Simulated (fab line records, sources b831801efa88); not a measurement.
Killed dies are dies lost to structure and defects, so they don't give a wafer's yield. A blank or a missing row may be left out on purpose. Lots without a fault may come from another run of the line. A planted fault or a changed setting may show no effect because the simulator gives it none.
One fault seen from 2 desks | flow sky130 | each desk has only its own numbers; what lay behind them comes last

THE METROLOGY DESK
What the gauges read, lot by lot, whatever tool the lot ran on: means of the sampled wafers that have a number. A lot is out of limits, marked OUT, if its mean lies more than 4 standard deviations from the usual mean; the brackets give that distance.
Columns: A = cd_nm at SKY_FIELD_ISO_CD_MEAS_13, usual 149.9 nm; B = NWELL_OXIDATION_THK at SKY_NWELL_THK_MEAS_02, usual 10.01 nm; C = NWELL_TW at SKY_NWELL_TW_MEAS_15, usual 1814; D = NWELL_RS at SKY_NWELL_RS_MEAS_29, usual 624.2 ohm/sq
lot  | first seen here | A     | B     | C              | D
L179 | day 2 05:23     | 151.1 | 10.33 | 1828           | 624.1
L183 | day 3 02:35     | 147.8 | 9.75  | 1786           | 625.9
L186 | day 3 19:22     | 150.6 | 9.82  | 1837           | 623.5
L187 | day 3 22:24     | 149.4 | 9.92  | 1814           | 626.3
L188 | day 4 03:29     | 149.9 | 10.22 | 1836           | 626.4
L189 | day 4 07:54     | 149.1 | 9.88  | 1832           | 625.7
L191 | day 4 21:07     | 151.4 | 9.94  | 1850           | 623.5
L193 | day 5 05:01     | 147.5 | 10.06 | 2167 (+13) OUT | 440.9 (-99 or more) OUT
L194 | day 5 13:28     | 151.9 | 9.83  | 2161 (+12) OUT | 440.7 (-99 or more) OUT
L200 | day 6 19:30     | 148.2 | 10.22 | 1780           | 621.6
L201 | day 6 23:22     | 149.9 | 9.78  | 1858           | 621.9
This desk's finding: out of limits on L193, L194; first on L193, day 8 06:40 (NWELL_TW at SKY_NWELL_TW_MEAS_15). In limits: L179, L183, L186, L187, L188, L189, L191, L200, L201.

THE TOOL OWNER'S DESK: implanter-04
The tool's own readings at SKY_NWELL_IMPLANT_11: means of the sampled wafers that have a number, for each lot that ran on this tool. A lot is out of limits, marked OUT, if its mean lies more than 4 standard deviations from the usual mean; the brackets give that distance.
Columns: A = beam_energy_keV at SKY_NWELL_IMPLANT_11, usual 400.00; B = beam_on_s at SKY_NWELL_IMPLANT_11, usual 9.99 s; C = dose_ions_cm2 at SKY_NWELL_IMPLANT_11, usual 1.9002e+13; D = faraday_current_uA at SKY_NWELL_IMPLANT_11, usual 107.3
lot  | first seen here | A      | B               | C                            | D
L186 | day 6 12:44     | 399.94 | 9.86            | 1.9011e+13                   | 108.4
L191 | day 7 14:40     | 400.07 | 10.05           | 1.8988e+13                   | 106.6
L193 | day 8 06:07     | 399.83 | 13.31 (+16) OUT | 3.6461e+13 (+99 or more) OUT | 154.3 (+21) OUT
L194 | day 8 12:16     | 399.96 | 13.37 (+16) OUT | 3.6451e+13 (+99 or more) OUT | 154.0 (+21) OUT
This desk's finding: out of limits on L193, L194; first on L193, day 8 06:07 (beam_on_s at SKY_NWELL_IMPLANT_11). In limits: L186, L191.

PUT TOGETHER
The tool owner's desk could have raised an alarm at day 8 06:07, on L193, L194.
The metrology desk could have raised an alarm at day 8 06:40, on L193, L194.
Of the lots named, all ran SKY_NWELL_IMPLANT_11 on implanter-04.

WHAT THE SIMULATOR HAD PUT IN
Process parameter drift: implanter-04, from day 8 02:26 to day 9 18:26, at SKY_NWELL_IMPLANT_11. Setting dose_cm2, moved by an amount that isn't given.
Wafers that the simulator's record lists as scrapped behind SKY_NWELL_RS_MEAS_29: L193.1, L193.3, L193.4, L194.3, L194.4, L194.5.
Lots struck among those shown: L193, L194.
Hours from the fault's start to each desk's first reading out of limits: the tool owner's desk, 4; the metrology desk, 4.
